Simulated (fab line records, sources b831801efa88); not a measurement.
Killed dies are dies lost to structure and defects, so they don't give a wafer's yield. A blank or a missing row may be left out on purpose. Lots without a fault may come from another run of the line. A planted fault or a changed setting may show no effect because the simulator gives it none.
One fault seen from 2 desks | flow sky130 | each desk has only its own numbers; what lay behind them comes last

THE TOOL OWNER'S DESK: furnace-01
The tool's own readings at SKY_GATE_OXIDE_OXIDATION_01 (stabilise 600 s, purge 300 s, target thk 10.268 nm): means of the sampled wafers that have a number, for each lot that ran on this tool. A lot is out of limits, marked OUT, if its mean lies more than 4 standard deviations from the usual mean; the brackets give that distance. Of its 12 readings 7 are shown: the one that was out of limits first, and those that lie furthest out on some lot.
Columns: A = spike_tc_bottom_C at SKY_GATE_OXIDE_OXIDATION_01, usual 919.3 C; B = spike_tc_centre_C at SKY_GATE_OXIDE_OXIDATION_01, usual 901.1 C; C = spike_tc_lower_C at SKY_GATE_OXIDE_OXIDATION_01, usual 900.6 C; D = spike_tc_top_C at SKY_GATE_OXIDE_OXIDATION_01, usual 913.3 C; E = spike_tc_upper_C at SKY_GATE_OXIDE_OXIDATION_01, usual 899.8 C; F = tube_center_temp_C at SKY_GATE_OXIDE_OXIDATION_01, usual 900.01 C; G = tube_center_temp_C_max at SKY_GATE_OXIDE_OXIDATION_01, usual 902.3
lot  | first seen here | A               | B               | C               | D               | E               | F                        | G
L320 | day 12 20:29    | 921.3           | 902.0           | 901.1           | 913.0           | 899.6           | 899.99                   | 902.3
L321 | day 13 06:19    | 920.7           | 902.1           | 900.1           | 913.8           | 900.0           | 899.95                   | 902.2
L324 | day 14 05:07    | 920.1           | 900.3           | 900.7           | 913.9           | 899.4           | 900.00                   | 902.2
L326 | day 15 04:43    | 920.7           | 900.8           | 900.6           | 914.4           | 900.5           | 900.04                   | 902.1
L333 | day 18 12:34    | 842.5 (-35) OUT | 822.2 (-83) OUT | 821.2 (-79) OUT | 835.8 (-60) OUT | 820.7 (-72) OUT | 820.31 (-99 or more) OUT | 822.9 (-99 or more) OUT
L336 | day 18 13:59    | 841.8 (-35) OUT | 820.5 (-85) OUT | 820.0 (-81) OUT | 836.3 (-59) OUT | 820.2 (-72) OUT | 820.40 (-99 or more) OUT | 822.5 (-99 or more) OUT
This desk's finding: out of limits on L333, L336; first on L333, day 18 12:34 (spike_tc_bottom_C at SKY_GATE_OXIDE_OXIDATION_01). In limits: L320, L321, L324, L326.

THE METROLOGY DESK
What the gauges read, lot by lot, whatever tool the lot ran on: means of the sampled wafers that have a number. A lot is out of limits, marked OUT, if its mean lies more than 4 standard deviations from the usual mean; the brackets give that distance.
Columns: A = GATE_OXIDE_OXIDATION_00_THK at SKY_GATE_OXIDE_THK_MEAS_02, usual 10.28 nm; B = VIA1_HDPCVD_THK at SKY_VIA1_THK_MEAS_01, usual 998 nm
lot  | first seen here | A              | B
L319 | day 12 11:22    | 10.44          | 1004
L320 | day 12 21:54    | 9.98           | 995
L321 | day 13 07:43    | 10.05          | 1000
L323 | day 13 22:37    | 10.14          | 987
L324 | day 14 06:31    | 9.99           | 1010
L325 | day 14 16:58    | 10.23          | 996
L326 | day 15 06:08    | 10.29          | 978
L331 | day 17 03:08    | 10.27          | 1000
L333 | day 18 13:59    | 4.01 (-33) OUT | 1011
L336 | day 18 15:28    | 3.82 (-34) OUT | 991
L340 | day 19 12:16    | 10.06          | 1003
This desk's finding: out of limits on L333, L336; first on L333, day 18 13:59 (GATE_OXIDE_OXIDATION_00_THK at SKY_GATE_OXIDE_THK_MEAS_02). In limits: L319, L320, L321, L323, L324, L325, L326, L331, L340.

PUT TOGETHER
The tool owner's desk could have raised an alarm at day 18 12:34, on L333, L336.
The metrology desk could have raised an alarm at day 18 13:59, on L333, L336.
Of the lots named, all ran SKY_GATE_OXIDE_OXIDATION_01 on furnace-01.

WHAT THE SIMULATOR HAD PUT IN
Process parameter drift: furnace-01, from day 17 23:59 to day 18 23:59, at SKY_GATE_OXIDE_OXIDATION_01. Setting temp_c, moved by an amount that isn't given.
Lots struck among those shown: L333, L336.
Hours from the fault's start to each desk's first reading out of limits: the tool owner's desk, 13; the metrology desk, 14.
